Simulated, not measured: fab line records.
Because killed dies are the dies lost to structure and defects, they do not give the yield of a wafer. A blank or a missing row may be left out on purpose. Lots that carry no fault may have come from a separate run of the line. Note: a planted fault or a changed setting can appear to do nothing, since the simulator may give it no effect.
Code-filled problem report in 8D (eight disciplines) form + flow gf180mcu + the parts of the form that need people (team, actions taken, sign-off) are left out

== 1. PROBLEM STATEMENT ==
Mean of beam energy keV at GF_DNWELL_IMPLANT_07: 1612.8 across 6 wafers in 2 lots; on wafers with no fault it is 1500.1 (standard deviation 0.58). That is +99 or more standard deviations from the usual mean.
First observed at day 6 05:49: wafer L679.1, on implanter-03. At this step, 42 wafers from 14 lots have a number in the record. Rule for "out" (also "out of limits"): further than 4 standard deviations from the usual mean. Any other wafer with a number is counted as sound.

== 2. WHAT IT IS AND WHAT IT IS NOT ==
| question                    | is                     | is not                                                                    |
|-----------------------------|------------------------|---------------------------------------------------------------------------|
| which readings at this step | beam energy keV        | dose ions cm2                                                             |
| which lots                  | L679, L681             | L663, L664, L665, L666, L667, L668, L669, L670, L671, L673, L683, L686    |
| which wafers of those lots  | all that have a number | -                                                                         |
| read on which tools         | implanter-03           | implanter-02, implanter-04                                                |
| when                        | from day 6 05:49       | up to then (30 sound wafers); but 6 sound wafers of L683, L686 came after |

== 3. WHAT RULES OUT EACH SUSPECT ==
Counting: a tool at a process step up to the reading stays a suspect if it ran every lot that is out and no sound lot after the first of them.
- implanter-03 at GF_DNWELL_IMPLANT_07: kept. All lots that are out passed through it, beginning with L679 at day 6 05:49, and no sound lot followed; its final sound lot before that point was L670 at day 4 07:39. Its own beam energy keV readings are out on those wafers.
After counting, what remains is implanter-03 at GF_DNWELL_IMPLANT_07.

== 4. THE CAUSE (what the simulator had put in) ==
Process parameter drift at GF_DNWELL_IMPLANT_07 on implanter-03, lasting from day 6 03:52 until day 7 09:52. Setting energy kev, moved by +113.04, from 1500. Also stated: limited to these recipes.
The count eliminated every tool but this one.

== 5. THE EFFECT CHAIN, in route order ==
Each row: a reading whose mean over the struck wafers that have a number lies more than 3 standard deviations from the usual. Only readings whose record carries a usual standard deviation are examined. hours: median over the lots of the time between each lot's start at the first step of this table that gives one and its start at this step. sigmas: the change, counted in usual standard deviations.
| hours | step                 | reading         | usual  | on struck wafers | change | sigmas      |
|-------|----------------------|-----------------|--------|------------------|--------|-------------|
| 0     | GF_DNWELL_IMPLANT_07 | beam energy keV | 1500.1 | 1612.8           | +112.7 | +99 or more |
Here are the process steps it includes:
- GF_DNWELL_IMPLANT_07
Later steps that measure or inspect, where all struck wafers having a row at the step show a number for every such reading and not one has moved that far: GF_CONTACT_THK_MEAS_26.

== 6. WHAT WOULD HAVE CAUGHT IT SOONER ==
The fault began at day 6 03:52; the first out-of-limits reading in this record came at day 6 05:49, 2 hours later.
